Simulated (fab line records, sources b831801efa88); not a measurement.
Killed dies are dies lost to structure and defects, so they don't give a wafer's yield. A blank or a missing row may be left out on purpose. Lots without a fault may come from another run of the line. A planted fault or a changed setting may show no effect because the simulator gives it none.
Which tool did it? | flow gf180mcu | 11 lots, 33 wafers sampled, at 5 steps of a route of 602

WHAT THE GAUGES READ, wafer by wafer
GF_M3_CD_MEAS_14: target cd 280 nm. Usual: cd_nm 279.7 nm, standard deviation 1.3.
lot  | measured     | on        | cd_nm (nm)        | flag
L695 | day 21 06:10 | cd_sem-02 | 279.0 280.0 280.5 |
L698 | day 22 20:43 | cd_sem-02 | 281.5 281.6 281.1 |
L701 | day 24 18:49 | cd_sem-02 | 279.7 280.9 278.9 |
L704 | day 25 11:08 | cd_sem-02 | 281.5 281.9 281.1 |
L707 | day 26 01:49 | cd_sem-01 | 280.8 281.0 281.8 |
L708 | day 26 07:24 | cd_sem-01 | 280.9 281.1 281.7 |
L710 | day 27 02:58 | cd_sem-01 | 279.0 281.4 280.6 |
L711 | day 27 03:57 | cd_sem-02 | 280.8 280.5 281.5 |
L713 | day 27 18:52 | cd_sem-01 | 277.7 278.1 277.3 |
L714 | day 28 02:34 | cd_sem-02 | 279.5 279.1 279.3 |
L716 | day 28 11:44 | cd_sem-01 | 278.1 279.4 277.4 |

GF_M3_OVL_MEAS_15. Usual: M3_OVL 1 nm, standard deviation 5.9.
lot  | measured     | on         | M3_OVL (nm) | flag
L695 | day 21 06:14 | overlay-01 | 8 1 6       |
L698 | day 22 20:50 | overlay-01 | -4 0 -1     |
L701 | day 24 18:56 | overlay-01 | -3 -3 -3    |
L704 | day 25 11:14 | overlay-02 | 5 5 1       |
L707 | day 26 01:53 | overlay-01 | 11 3 7      |
L708 | day 26 07:31 | overlay-01 | -5 -1 -4    |
L710 | day 27 03:05 | overlay-01 | 8 7 14      |
L711 | day 27 04:04 | overlay-01 | -2 -5 -2    |
L713 | day 27 18:57 | overlay-02 | 8 10 5      |
L714 | day 28 02:41 | overlay-02 | 5 6 5       |
L716 | day 28 11:50 | overlay-01 | -6 -4 -2    |

GF_V3_THK_MEAS_03. Usual: V3_CVD_02_THK 855 nm, standard deviation 10.
lot  | measured     | on            | V3_CVD_02_THK (nm)          | flag
L695 | day 21 07:12 | film_metro-04 | 864 867 868                 |
L698 | day 22 21:45 | film_metro-04 | 856 840 858                 |
L701 | day 24 19:49 | film_metro-03 | 847 866 1146 847 866 1146   | OFF
L704 | day 25 12:08 | film_metro-02 | 1114 850 1137 1113 849 1136 | OFF
L707 | day 26 02:47 | film_metro-03 | 859 864 859                 |
L708 | day 26 08:24 | film_metro-03 | 832 842 859                 |
L710 | day 27 03:58 | film_metro-02 | 836 848 855                 |
L711 | day 27 04:58 | film_metro-03 | 851 851 841                 |
L713 | day 27 19:51 | film_metro-03 | 869 872 876                 |
L714 | day 28 03:34 | film_metro-04 | 855 859 865                 |
L716 | day 28 12:44 | film_metro-02 | 839 847 864                 |

WHICH TOOL RAN EACH LOT (tool, then ch and the chambers of the sampled wafers, then the start)
lot  | GF_M3_SPUTTER_04             | GF_V3_CVD_02
L695 | pvd_sputter-03, day 20 06:11 | pecvd-01 ch 0,1,2, day 21 07:08
L698 | pvd_sputter-03, day 21 21:16 | pecvd-02 ch 0,1, day 22 21:39
L701 | pvd_sputter-02, day 23 20:14 | pecvd-02 ch 0,1,2, day 24 19:45
L704 | pvd_sputter-03, day 24 13:58 | pecvd-02 ch 0,2, day 25 12:03
L707 | pvd_sputter-01, day 25 04:18 | pecvd-01 ch 0,1,2, day 26 02:43
L708 | pvd_sputter-03, day 25 10:34 | pecvd-04 ch 1,2, day 26 08:20
L710 | pvd_sputter-03, day 26 06:40 | pecvd-04 ch 1,2, day 27 03:53
L711 | pvd_sputter-02, day 26 07:35 | pecvd-04 ch 1,2, day 27 04:53
L713 | pvd_sputter-01, day 26 22:16 | pecvd-04 ch 0,1,2, day 27 19:47
L714 | pvd_sputter-03, day 27 07:52 | pecvd-04 ch 1,2, day 28 03:29
L716 | pvd_sputter-03, day 27 16:35 | pecvd-01 ch 0,1,2, day 28 12:39
- GF_M3_SPUTTER_04: material TiN, target thk 50 nm, time 41.7 s.
- GF_V3_CVD_02: deposits SiO2 from TEOS, target thk 850 nm, time 94.851 s.

WHAT THE TOOLS THEMSELVES READ (means of the sampled wafers that have a number; where no wafer has one, the mark that the record gives instead)
GF_M3_SPUTTER_04. Usual: throttle_valve_pct 30.2 %, standard deviation 1.1.
lot  | tool           | throttle_valve_pct (%) | flag
L695 | pvd_sputter-03 | 30.7                   |
L698 | pvd_sputter-03 | 29.8                   |
L701 | pvd_sputter-02 | 30.1                   |
L704 | pvd_sputter-03 | 29.2                   |
L707 | pvd_sputter-01 | 30.6                   |
L708 | pvd_sputter-03 | 30.1                   |
L710 | pvd_sputter-03 | 29.4                   |
L711 | pvd_sputter-02 | 29.8                   |
L713 | pvd_sputter-01 | 30.2                   |
L714 | pvd_sputter-03 | 29.4                   |
L716 | pvd_sputter-03 | 30.2                   |

GF_V3_CVD_02. Usual: heater_power_outer_w 358 W, standard deviation 72; heater_power_w 639 W, standard deviation 110.
lot  | tool     | heater_power_outer_w (W) | heater_power_w (W) | flag
L695 | pecvd-01 | 369                      | 623                |
L698 | pecvd-02 | 402                      | 716                |
L701 | pecvd-02 | 424                      | 737                |
L704 | pecvd-02 | 461                      | 780                |
L707 | pecvd-01 | 368                      | 620                |
L708 | pecvd-04 | 311                      | 585                |
L710 | pecvd-04 | 315                      | 592                |
L711 | pecvd-04 | 301                      | 587                |
L713 | pecvd-04 | 305                      | 592                |
L714 | pecvd-04 | 292                      | 557                |
L716 | pecvd-01 | 321                      | 556                |

THE ANSWER, worked out from the rows above alone
Rule: a lot is off if the mean of its wafers that have a number lies more than 3 standard deviations from the usual mean. A lot without any number at a reading at which 4 lots or more have one is off too. The other lots that the step has rows for count as sound. The gauges are gone through in route order, then the tools' own readings, and for those a lot's mean is taken as printed above. The first step at which some lot is off is used, and at that step the reading that is off furthest; a lot without a number counts as furthest.
Off: L701, L704, at GF_V3_THK_MEAS_03 (V3_CVD_02_THK).
A tool fits if, at a process step before that reading, it ran every lot that is off, and no sound lot after the first of them. The gauges at GF_V3_THK_MEAS_03 are tried like those tools. One fits: pecvd-02 at GF_V3_CVD_02. Its last sound lot is L698 (day 22 21:39), its first lot that is off L701 (day 24 19:45): a fault that began between those two fits.

WHAT THE SIMULATOR HAD PUT IN
Process parameter drift: pecvd-02, from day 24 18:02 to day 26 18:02, at GF_V3_CVD_02. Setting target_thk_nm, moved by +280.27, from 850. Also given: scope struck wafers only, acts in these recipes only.
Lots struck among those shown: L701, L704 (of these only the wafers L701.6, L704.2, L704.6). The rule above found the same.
